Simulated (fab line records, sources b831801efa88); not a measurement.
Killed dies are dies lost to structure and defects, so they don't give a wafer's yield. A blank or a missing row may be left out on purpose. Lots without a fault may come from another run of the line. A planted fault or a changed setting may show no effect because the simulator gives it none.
fab line records | flow sky130
record lots=12 wafers=36 last_day=50
route steps=708 shown SONOS_ONO@185 LDD_P@257 LDD_HVN@276 LDD_HVP@285 PAD_OPEN@708
lots that met no fault: from a run of the same line without faults
start_h: hours from the record's first day to the start of the lot's first wafer shown | wait_h: hours since the lot's step before | " the same as in the row above | L1.1+2: a row that stands for several wafers | - no value, or no start given | * or withheld: withheld | < > ~ a bound
route shown NAME@n: a module of which the file shows steps, and the number in the route of the first | usual: mean/standard deviation of fault-free wafers | same: alike in all rows | chamber/n: place in a boat | sites: the reading at each site | _std_site: their standard deviation | _edge_site: outer sites' mean less inner sites' | radius_mm: how far each site lies from the wafer's centre | mask NAME#n: copy n | behind: the tool/chamber that last shaped the wafer | hold: why the lot was held/for how many hours/how that ended | device: the transistor (n, p or np) that didn't switch | end of line: the same wafers' tests at the end of the route | a step without rows: its recipe alone | killed: dies lost to structure and defects at the first sort, not the wafer's yield | map: a wafer's dies, x killed, . not, _ none there
set.NAME: the setting as run; set.NAME@STEP: as run at that earlier step | model.NAME: the simulator's own value behind a step, which no gauge read
steps of the route over a sample of lots; a table a step, a row a wafer
services: from which hour (start_h, from the record's first day; less than 0 if before it) a tool's chamber was out of use, for how many hours, and why
## steps
# step SKY_SONOS_ONO_STRIP_17
# recipe chemistry=O2/N2 power_w=1400 pressure_mtorr=1500 platen_temp_c=withheld o2_flow_sccm=3000 n2_flow_sccm=300 overash_fraction=0.5
# usual drypump_motor_current_A=5.8/0.57 oes_product_au=0.710/0.0045 strip_time_to_endpoint_s=14.11/0.039
# same overash_fraction=0.5
# columns lot.wafer tool chamber start_h wait_h drypump_motor_current_A oes_product_au rf_hours_counter_h strip_time_to_endpoint_s
L489.1 plasma_asher-03 0 276.91 0.0 6.0 0.713 60 14.06
L489.5 " 1 " " 6.7 0.706 - 14.08
L489.6 " 0 " " 6.0 0.713 - 14.11
L490.2 plasma_asher-04 1 281.55 0.0 5.5 0.711 58 14.17
L490.4 " 1 " " 5.5 0.709 - 14.15
L490.6 " 0 " " 5.3 0.702 - 14.14
L492.2 plasma_asher-04 0 303.96 0.0 5.3 0.705 61 14.12
L492.5 " 1 " " 5.5 0.709 - 14.10
L492.6 " 0 " " 5.3 0.718 - 14.14
L497.1 plasma_asher-04 1 341.15 0.0 5.5 0.709 64 14.13
L497.2 " 0 " " 5.3 0.709 64 14.12
L497.5 " 1 " " 5.5 0.709 - 14.09
L498.2 plasma_asher-03 0 349.15 0.0 6.1 0.710 67 14.16
L498.5 " 0 " " 6.0 0.707 - 14.17
L498.6 " 1 " " 6.6 0.699 - 14.13
L500.2 plasma_asher-01 0 366.72 0.0 6.5 0.717 24 14.18
L500.4 " 0 " " 6.5 0.702 - 14.13
L500.6 " 0 " " 6.6 0.711 - 14.18
L502.1 plasma_asher-04 1 390.64 0.0 5.4 0.714 69 14.10
L502.3 " 1 " " 5.5 0.712 - 14.06
L502.5 " 1 " " 5.5 0.715 - 14.11
L505.3 plasma_asher-04 0 407.84 0.0 5.3 0.710 - 14.15
L505.4 " 1 " " 5.4 0.713 - 14.13
L505.6 " 1 " " 5.4 0.713 - 14.15
L508.2 plasma_asher-03 0 437.15 0.0 6.1 0.718 1 14.13
L508.3 " 0 " " 6.1 0.708 - 14.11
L508.6 " 0 " " 6.1 0.709 - 14.09
L509.2 plasma_asher-03 0 448.66 0.0 6.0 0.713 2 14.11
L509.3 " 1 " " 6.7 0.714 - 14.12
L509.5 " 0 " " 6.0 0.706 - 14.13
L510.1 plasma_asher-03 1 460.16 0.0 6.6 0.702 3 14.13
L510.3 " 1 " " 6.6 0.702 - 14.07
L510.5 " 1 " " 6.7 0.706 - 14.11
L512.2 plasma_asher-04 1 473.37 0.0 5.4 0.702 78 14.05
L512.4 " 1 " " 5.5 0.703 - 14.10
L512.5 " 1 " " 5.5 0.705 - 14.09
# step SKY_LDD_P_COAT_02
# recipe resist=NOVOLAK spin_rpm=3000 resist_thk_nm=1140
# columns lot.wafer tool chamber start_h wait_h
L489.1+5+6 litho_track-04 0 409.75 0.1
L490.2+4+6 litho_track-02 0 415.54 0.1
L492.2+5+6 litho_track-04 0 444.02 0.1
L497.1+2+5 litho_track-02 0 489.31 0.1
L498.2+5+6 litho_track-04 0 495.92 0.1
L500.2+4+6 litho_track-03 0 515.22 0.1
L502.1+3+5 litho_track-02 0 546.01 0.1
L505.3+4+6 litho_track-02 0 559.31 0.1
L508.2+3+6 litho_track-04 0 589.47 0.1
L509.2+3+5 litho_track-03 0 595.77 0.1
L510.1+3+5 litho_track-04 0 604.75 0.1
L512.2+4+5 litho_track-03 0 620.82 0.1
# step SKY_LDD_P_STRIP_10
# recipe chemistry=O2/N2 power_w=1400 pressure_mtorr=1500 platen_temp_c=withheld o2_flow_sccm=3000 n2_flow_sccm=300 overash_fraction=0.5
# usual drypump_motor_current_A=5.8/0.44 oes_product_au=0.716/0.0046 strip_time_to_endpoint_s=14.18/0.044
# same overash_fraction=0.5
# columns lot.wafer tool chamber start_h wait_h drypump_motor_current_A oes_product_au rf_hours_counter_h strip_time_to_endpoint_s
L489.1 plasma_asher-02 0 426.10 0.1 5.9 0.718 61 14.26
L489.5 " 1 " " 6.2 0.719 - 14.27
L489.6 " 0 " " 5.9 0.725 - 14.30
L490.2 plasma_asher-04 0 430.95 0.1 5.3 0.718 74 14.16
L490.4 " 0 " " 5.3 0.717 - 14.20
L490.6 " 0 " " 5.3 0.710 - 14.16
L492.2 plasma_asher-04 1 460.93 0.1 5.5 0.715 76 14.18
L492.5 " 1 " " 5.5 0.711 - 14.21
L492.6 " 0 " " 5.3 0.716 - 14.21
L497.1 plasma_asher-04 1 505.75 0.1 5.5 0.713 81 14.10
L497.2 " 0 " " 5.3 0.722 81 14.14
L497.5 " 1 " " 5.5 0.717 - 14.13
L498.2 plasma_asher-04 1 511.50 0.1 5.5 0.719 82 14.19
L498.5 " 0 " " 5.3 0.716 - 14.11
L498.6 " 1 " " 5.4 0.712 - 14.12
L500.2 plasma_asher-02 0 530.90 0.1 5.9 0.713 71 14.16
L500.4 " 1 " " 6.2 0.725 - 14.10
L500.6 " 1 " " 6.2 0.713 - 14.16
L502.1 plasma_asher-04 1 561.57 0.1 5.5 0.714 86 14.11
L502.3 " 0 " " 5.3 0.710 - 14.12
L502.5 " 0 " " 5.3 0.719 - 14.52
L505.3 plasma_asher-04 1 573.90 0.1 5.5 0.724 - 14.16
L505.4 " 0 " " 5.3 0.715 - 14.17
L505.6 " 1 " " 5.5 0.714 - 14.59
L508.2 plasma_asher-02 0 603.55 0.1 5.9 0.714 80 14.23
L508.3 " 1 " " 6.2 0.715 - 14.21
L508.6 " 1 " " 6.2 0.718 - 14.21
L509.2 plasma_asher-03 1 610.20 0.1 6.6 0.716 19 14.13
L509.3 " 1 " " 6.6 0.712 - 14.19
L509.5 " 1 " " 6.6 0.712 - 14.16
L510.1 plasma_asher-02 0 619.85 0.1 5.9 0.719 81 14.21
L510.3 " 1 " " 6.2 0.709 - 14.16
L510.5 " 0 " " 5.9 0.723 - 14.18
L512.2 plasma_asher-04 1 635.40 0.1 5.5 0.705 95 14.20
L512.4 " 0 " " 5.3 0.717 - 14.17
L512.5 " 0 " " 5.3 0.717 - 14.19
# step SKY_LDD_HVN_STRIP_09
# recipe chemistry=O2/N2 power_w=1400 pressure_mtorr=1500 platen_temp_c=withheld o2_flow_sccm=3000 n2_flow_sccm=300 overash_fraction=0.5
# usual drypump_motor_current_A=6.1/0.49 oes_product_au=0.409/0.0044 strip_time_to_endpoint_s=4.132/0.013
# same overash_fraction=0.5
# columns lot.wafer tool chamber start_h wait_h drypump_motor_current_A oes_product_au rf_hours_counter_h strip_time_to_endpoint_s
L489.1 plasma_asher-03 1 456.03 0.1 6.6 0.408 2 4.115
L489.5 " 1 " " 6.6 0.407 - 4.140
L489.6 " 0 " " 6.0 0.413 - 4.121
L490.2 plasma_asher-03 1 461.80 0.1 6.6 0.415 3 4.173
L490.4 " 1 " " 6.7 0.403 - 4.154
L490.6 " 0 " " 6.1 0.413 - 4.152
L492.2 plasma_asher-03 1 491.63 0.1 6.5 0.410 6 4.126
L492.5 " 0 " " 6.0 0.405 - 4.130
L492.6 " 1 " " 6.6 0.412 - 4.126
L497.1 plasma_asher-03 1 537.25 0.1 6.7 0.408 11 4.145
L497.2 " 0 " " 6.0 0.409 11 4.131
L497.5 " 0 " " 6.0 0.408 - 4.133
L498.2 plasma_asher-03 1 542.33 0.1 6.6 0.409 11 4.136
L498.5 " 1 " " 6.6 0.411 - 4.145
L498.6 " 0 " " 6.1 0.402 - 4.128
L500.2 plasma_asher-01 1 560.48 0.1 4.9 0.412 45 4.114
L500.4 " 0 " " 6.6 0.407 - 4.126
L500.6 " 0 " " 6.6 0.402 - 4.132
L502.1 plasma_asher-02 1 590.88 0.1 6.2 0.414 78 4.145
L502.3 " 0 " " 5.9 0.408 - 4.148
L502.5 " 0 " " 5.9 0.407 - 4.151
L505.3 plasma_asher-03 0 602.72 0.1 6.1 0.411 - 4.131
L505.4 " 1 " " 6.6 0.409 - 4.134
L505.6 " 0 " " 6.0 0.411 - 4.131
L508.2 plasma_asher-02 1 631.83 0.1 6.2 0.411 82 4.141
L508.3 " 0 " " 5.9 0.411 - 4.133
L508.6 " 0 " " 5.9 0.400 - 4.113
L509.2 plasma_asher-03 1 639.60 0.1 6.7 0.409 22 4.138
L509.3 " 1 " " 6.7 0.402 - 4.139
L509.5 " 0 " " 6.0 0.413 - 4.123
L510.1 plasma_asher-02 1 648.58 0.1 6.2 0.412 84 4.148
L510.3 " 0 " " 5.9 0.410 - 4.142
L510.5 " 0 " " 5.9 0.412 - 4.131
L512.2 plasma_asher-03 0 664.08 0.1 6.0 0.405 25 4.130
L512.4 " 0 " " 6.0 0.413 - 4.142
L512.5 " 1 " " 6.6 0.410 - 4.156
# step SKY_LDD_HVP_OVL_MEAS_07
# usual LDD_HVP_OVL=-1.2/1.2
# columns lot.wafer tool chamber start_h wait_h LDD_HVP_OVL[nm]
L489.1 overlay-02 - 487.15 0.1 -0.6
L489.5 " - " " -0.7
L489.6 " - " " -1.2
L490.2 overlay-02 - 492.22 0.1 -2.4
L490.4 " - " " -1.1
L490.6 " - " " 0.7
L492.2 overlay-02 - 523.20 0.1 -0.6
L492.5 " - " " -0.7
L492.6 " - " " -1.7
L497.1 overlay-02 - 566.65 0.1 -1.8
L497.2 " - " " -0.1
L497.5 " - " " -0.3
L498.2 overlay-02 - 572.15 0.1 0.7
L498.5 " - " " -0.4
L498.6 " - " " -0.2
L500.2 overlay-02 - 590.05 0.1 -0.5
L500.4 " - " " -0.6
L500.6 " - " " -1.5
L502.1 overlay-01 - 620.25 0.1 -2.4
L502.3 " - " " -1.1
L502.5 " - " " -3.7
L505.3 overlay-01 - 631.02 0.1 -1.5
L505.4 " - " " -1.5
L505.6 " - " " -1.7
L508.2 overlay-01 - 660.35 0.1 -3.8
L508.3 " - " " -5.1
L508.6 " - " " -3.6
L509.2 overlay-01 - 668.10 0.1 -2.2
L509.3 " - " " -1.0
L509.5 " - " " 0.3
L510.1 overlay-01 - 676.16 0.1 -0.4
L510.3 " - " " -1.7
L510.5 " - " " -1.5
L512.2 overlay-01 - 691.42 0.1 -3.1
L512.4 " - " " -2.3
L512.5 " - " " -0.8
# step SKY_PAD_OPEN_PROBE_99
# usual killed_at_M0_to_M3=45/7.3 killed_at_M4_up=3.1/1.7 killed_at_contacts=25/5.1 killed_at_front_end=15/4.5 killed_at_other=0.3/0.56 killed_dies=88/9.4 killed_open=47/6.6 killed_short=40/6.9
# same gross_dies=492 killed_at_back_side=0
# columns lot.wafer tool chamber start_h wait_h killed_at_M0_to_M3 killed_at_M4_up killed_at_contacts killed_at_front_end killed_at_other killed_dies killed_open killed_short
L489.1 prober-02 - 1068.61 0.1 49 2 21 18 0 90 53 37
L489.5 prober-02 - 1068.81 0.2 58 4 33 18 1 114 58 56
L489.6 prober-02 - 1068.86 0.2 51 3 30 8 0 92 48 44
L502.1 prober-01 - 1157.85 0.1 50 2 21 17 0 90 55 35
L502.3 prober-01 - 1157.95 0.2 31 5 19 20 0 75 49 26
L502.5 prober-01 - 1158.05 0.2 51 1 20 15 0 87 52 35
L505.3 prober-01 - 1164.62 0.2 51 2 21 18 0 92 46 46
L505.4 prober-01 - 1164.67 0.2 49 5 23 18 0 95 53 42
L505.6 prober-01 - 1164.77 0.2 53 4 23 20 0 100 52 48
L508.2 prober-02 - 1181.22 0.1 46 7 25 16 0 94 52 42
L508.3 prober-02 - 1181.27 0.2 49 2 21 20 0 92 49 43
L508.6 prober-02 - 1181.42 0.2 39 1 20 11 1 72 44 28
L509.2 prober-01 - 1187.15 0.1 39 3 25 9 1 77 40 37
L509.3 prober-01 - 1187.20 0.2 51 0 21 8 1 81 47 32
L509.5 prober-01 - 1187.30 0.2 55 3 25 12 1 96 51 44
L512.2 prober-02 - 1198.17 0.1 38 2 12 11 0 63 37 26
L512.4 prober-02 - 1198.27 0.2 45 6 25 8 0 84 49 35
L512.5 prober-02 - 1198.32 0.2 50 2 30 20 0 102 56 46
# killed by level:class
L489.1 VIA1:geometric_particle:open=12 VIA2:geometric_particle:open=9 CONTACT:geometric_particle:open=8 METAL1:geometric_particle:short=6 VIA3:geometric_particle:open=6 POLY_GATE:geometric_particle:short=5 LI_CONTACT:geometric_particle:open=5 LOCAL_INTERCONNECT:geometric_particle:short=4
L489.5 VIA1:geometric_particle:open=13 CONTACT:geometric_particle:open=11 VIA3:geometric_particle:open=10 VIA2:geometric_particle:open=8 CONTACT:geometric_particle:short=6 POLY_GATE:geometric_particle:short=6 LI_CONTACT:geometric_particle:open=6 METAL1:geometric_particle:short=5
L489.6 CONTACT:geometric_particle:open=9 VIA3:geometric_particle:open=8 LI_CONTACT:geometric_particle:open=8 VIA1:geometric_particle:open=7 METAL3:geometric_particle:short=7 CONTACT:geometric_particle:short=6 METAL1:geometric_particle:short=6 VIA1:geometric_particle:short=6
L502.1 VIA1:geometric_particle:open=13 VIA1:geometric_particle:short=12 CONTACT:geometric_particle:open=7 VIA2:geometric_particle:open=7 VIA3:geometric_particle:open=7 POLY_GATE:geometric_particle:open=5 LI_CONTACT:geometric_particle:open=5 METAL1:geometric_particle:short=5
L502.3 VIA1:geometric_particle:open=12 LI_CONTACT:geometric_particle:open=9 FIELD_ISO:geometric_particle:short=5 VIA2:geometric_particle:open=5 CONTACT:geometric_particle:open=5 POLY_GATE:geometric_particle:open=4 POLY_GATE:geometric_particle:short=4 VIA3:geometric_particle:open=4
L502.5 VIA1:geometric_particle:open=12 CONTACT:geometric_particle:open=9 VIA3:geometric_particle:open=9 VIA2:geometric_particle:open=8 METAL2:geometric_particle:short=7 VIA1:geometric_particle:short=6 FIELD_ISO:geometric_particle:short=5 FIELD_ISO:geometric_particle:open=4
L505.3 VIA1:geometric_particle:open=11 SPACER:geometric_particle:open=7 METAL1:geometric_particle:short=6 VIA3:geometric_particle:open=6 CONTACT:geometric_particle:short=5 METAL3:geometric_particle:short=5 METAL2:geometric_particle:short=5 VIA2:geometric_particle:open=5
L505.4 VIA1:geometric_particle:open=11 VIA3:geometric_particle:open=9 FIELD_ISO:geometric_particle:short=8 VIA2:geometric_particle:open=8 CONTACT:geometric_particle:open=7 LI_CONTACT:geometric_particle:open=5 METAL2:geometric_particle:open=4 METAL3:geometric_particle:short=4
L505.6 CONTACT:geometric_particle:open=12 VIA2:geometric_particle:open=12 VIA1:geometric_particle:open=11 METAL1:geometric_particle:short=7 FIELD_ISO:geometric_particle:short=6 FIELD_ISO:geometric_particle:open=5 CONTACT:geometric_particle:short=5 VIA1:geometric_particle:short=4
L508.2 VIA1:geometric_particle:open=10 VIA3:geometric_particle:open=10 CONTACT:geometric_particle:open=9 CONTACT:geometric_particle:short=7 FIELD_ISO:geometric_particle:open=6 LI_CONTACT:geometric_particle:open=5 VIA1:geometric_particle:short=5 METAL2:geometric_particle:short=5
L508.3 VIA1:geometric_particle:open=10 VIA2:geometric_particle:open=9 METAL2:geometric_particle:short=8 LI_CONTACT:geometric_particle:open=7 VIA3:geometric_particle:open=6 CONTACT:geometric_particle:open=6 FIELD_ISO:geometric_particle:open=5 FIELD_ISO:geometric_particle:short=5
L508.6 VIA1:geometric_particle:open=11 CONTACT:geometric_particle:open=8 VIA3:geometric_particle:open=7 VIA2:geometric_particle:open=7 CONTACT:geometric_particle:short=6 POLY_GATE:geometric_particle:short=4 VIA3:geometric_particle:short=4 FIELD_ISO:geometric_particle:open=3
L509.2 VIA1:geometric_particle:open=11 CONTACT:geometric_particle:open=8 LI_CONTACT:geometric_particle:open=6 METAL1:geometric_particle:short=6 METAL2:geometric_particle:short=5 FIELD_ISO:geometric_particle:open=4 CONTACT:geometric_particle:short=4 VIA2:geometric_particle:open=4
L509.3 VIA1:geometric_particle:open=9 LI_CONTACT:geometric_particle:open=9 VIA2:geometric_particle:open=8 CONTACT:geometric_particle:open=6 METAL2:geometric_particle:short=6 VIA1:geometric_particle:short=5 VIA3:geometric_particle:open=5 METAL3:geometric_particle:short=5
L509.5 VIA3:geometric_particle:open=11 CONTACT:geometric_particle:open=10 VIA2:geometric_particle:open=10 VIA1:geometric_particle:short=7 METAL1:geometric_particle:short=7 LI_CONTACT:geometric_particle:open=6 VIA1:geometric_particle:open=6 METAL2:geometric_particle:short=6
L512.2 VIA1:geometric_particle:open=12 VIA2:geometric_particle:open=8 POLY_GATE:geometric_particle:open=6 VIA1:geometric_particle:short=5 CONTACT:geometric_particle:short=4 LI_CONTACT:geometric_particle:open=3 LOCAL_INTERCONNECT:geometric_particle:short=3 METAL3:geometric_particle:short=3
L512.4 LI_CONTACT:geometric_particle:open=10 VIA2:geometric_particle:open=9 VIA1:geometric_particle:open=8 CONTACT:geometric_particle:open=6 METAL1:geometric_particle:short=6 VIA3:geometric_particle:open=5 CONTACT:geometric_particle:short=4 METAL2:geometric_particle:short=4
L512.5 VIA1:geometric_particle:open=13 CONTACT:geometric_particle:open=12 VIA2:geometric_particle:open=11 LI_CONTACT:geometric_particle:open=9 METAL2:geometric_particle:short=9 POLY_GATE:geometric_particle:short=7 CONTACT:geometric_particle:short=5 FIELD_ISO:geometric_particle:short=4
## services
# columns tool chamber start_h hours kind
plasma_asher-01 - 294.21 2.9 repair
plasma_asher-03 - 313.73 1.2 repair
plasma_asher-04 - 362.96 6.6 repair
plasma_asher-03 - 370.19 6.8 repair
plasma_asher-02 - 380.16 2.7 repair
plasma_asher-03 - 395.60 14.6 pm
plasma_asher-03 - 421.25 9.0 pm
plasma_asher-03 0 421.25 9.0 vent_cycle
plasma_asher-03 1 421.25 9.0 vent_cycle
plasma_asher-01 - 421.54 2.8 pm
plasma_asher-03 0 430.25 - clean
plasma_asher-03 1 430.25 - clean
plasma_asher-01 - 565.19 33.9 repair
plasma_asher-02 - 577.86 1.5 repair
litho_track-03 - 590.75 - consumable_replace:filter
plasma_asher-04 - 617.20 2.8 pm
plasma_asher-03 - 637.83 1.7 repair
## key
first_sign step=SKY_LDD_P_STRIP_10 reading=strip_time_to_endpoint_s direction=up sigmas=8.5 usual=* struck=*
effect none on later readings
met_at SKY_LDD_P_COAT_02
struck_lots L502,L505
struck_wafers L502.5,L505.6
tester_left_out L502,L505
not_acting_at SKY_SONOS_ONO_STRIP_17,SKY_LDD_HVN_STRIP_09,SKY_LDD_HVP_OVL_MEAS_07
onset_between 489.31 546.01
fault kind=process_parameter_drift tool=litho_track-02 chamber=- onset_h=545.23 steps=SKY_LDD_P_COAT_02 channel=resist_thk_nm offset=35.488 shape=step end_h=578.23 scope=struck_wafers_only acts_in=these_recipes_only stated=1140
# tester_left_out: of these lots the tester's yield and bins aren't shown, on N5 and GAA mostly nor the transistor test; their killed dies are dies lost to structure and defects alone, not to doping, threshold or leakage, so they don't give the yield
